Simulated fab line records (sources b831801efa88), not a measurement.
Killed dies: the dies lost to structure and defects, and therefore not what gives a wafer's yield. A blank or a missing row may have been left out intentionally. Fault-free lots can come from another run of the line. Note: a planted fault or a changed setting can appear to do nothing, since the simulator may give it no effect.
8D (eight disciplines) problem report, filled in by code | flow gf180mcu | the parts of the form that need people (team, actions taken, sign-off) are left out

## 1. THE PROBLEM
Across 6 wafers from 2 lots, MVSD_RS at GF_VT_IMPLANT_RS_MEAS_46 averages 450.8 ohm/sq, while fault-free wafers read 456.6 ohm/sq with a standard deviation of 1.1. That puts it -5.3 standard deviations away from the usual mean.
The step: measures by four-point-probe.
Seen first at day 10 12:23 on film metro-03, wafer L467.1. The record has a number at this step for 39 wafers belonging to 13 lots. The rule behind "out" and "out of limits": a value lying over 4 standard deviations away from the usual mean. Any other wafer with a number is counted as sound.

## 2. WHAT IT IS; WHAT IT IS NOT
question                    | is                           | is not
which readings at this step | MVSD_RS                      | -
which lots                  | L467, L469                   | L457, L458, L460, L461, L462, L463, L466, L471, L474, L476, L478
which wafers of those lots  | all that have a number       | -
read on which gauges        | film metro-02, film metro-03 | film metro-01
when                        | from day 10 12:23            | up to then (21 sound wafers); but 12 sound wafers of L471, L474, L476, L478 came after

## 3. THE SUSPECTS, EACH WITH WHAT RULES IT OUT
Counting: a tool stays on the suspect list if, at a process step up to the reading, it processed all lots that are out and no sound lot following the first of them.
- the gauge at GF_VT_IMPLANT_RS_MEAS_46 has been ruled out. Those wafers that are out were read across 2 gauges (film metro-02, film metro-03).
- implanter-03 at GF_MVSD_IMPLANT_08: kept. It ran every lot that is out, first L467 (day 7 00:52), and no sound lot after that; its last sound lot up to then is L462 (day 6 04:18). Out on those wafers are its own readings of beam energy keV.
Remaining after the count: implanter-03 at GF_MVSD_IMPLANT_08.

## 4. THE CAUSE (what the simulator had put in)
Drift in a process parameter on implanter-03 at GF_MVSD_IMPLANT_08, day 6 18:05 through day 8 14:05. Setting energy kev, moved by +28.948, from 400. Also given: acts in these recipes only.
After counting, this tool was the only one left.

## 5. THE EFFECT CHAIN, in route order
One row per reading whose mean, taken over the struck wafers that have a number, lies over 3 standard deviations from the usual. Readings are gone through only where the record gives a usual standard deviation; hours: the median, over the lots, of the time from a lot's start at the first step in this table giving one to that lot's start at this step; sigmas: the change measured in usual standard deviations.
hours | step                     | reading         | usual        | on struck wafers | change | sigmas
0     | GF_MVSD_IMPLANT_08       | beam energy keV | 400.00       | 428.94           | +28.94 | +99 or more
85    | GF_VT_IMPLANT_RS_MEAS_46 | MVSD_RS         | 456.6 ohm/sq | 450.8            | -5.8   | -5.3
The process steps in it:
- GF_MVSD_IMPLANT_08
At these later measuring or inspecting steps, every struck wafer for which the step has a row has a number for every such reading, and none has moved that far: GF_VT_IMPLANT_RS_MEAS_47, GF_HV_LDD_OVL_MEAS_47, GF_HV_LDD_THK_MEAS_57, GF_M1_CD_MEAS_14.

## 6. WHAT WOULD HAVE CAUGHT IT SOONER
90 hours passed between the start of the fault at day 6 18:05 and the first reading out of limits at a measuring or inspecting step in this record, taken at day 10 12:23.
At GF_MVSD_IMPLANT_08, the tool's own readings (beam energy keV) were out on each struck wafer the step has a row for, so an alarm limit on them would have fired on the first such wafer.
All the lots that are out (2) had begun GF_MVSD_IMPLANT_08 on implanter-03 by day 10 12:23. Holding the tool at that point would not have protected any of them.
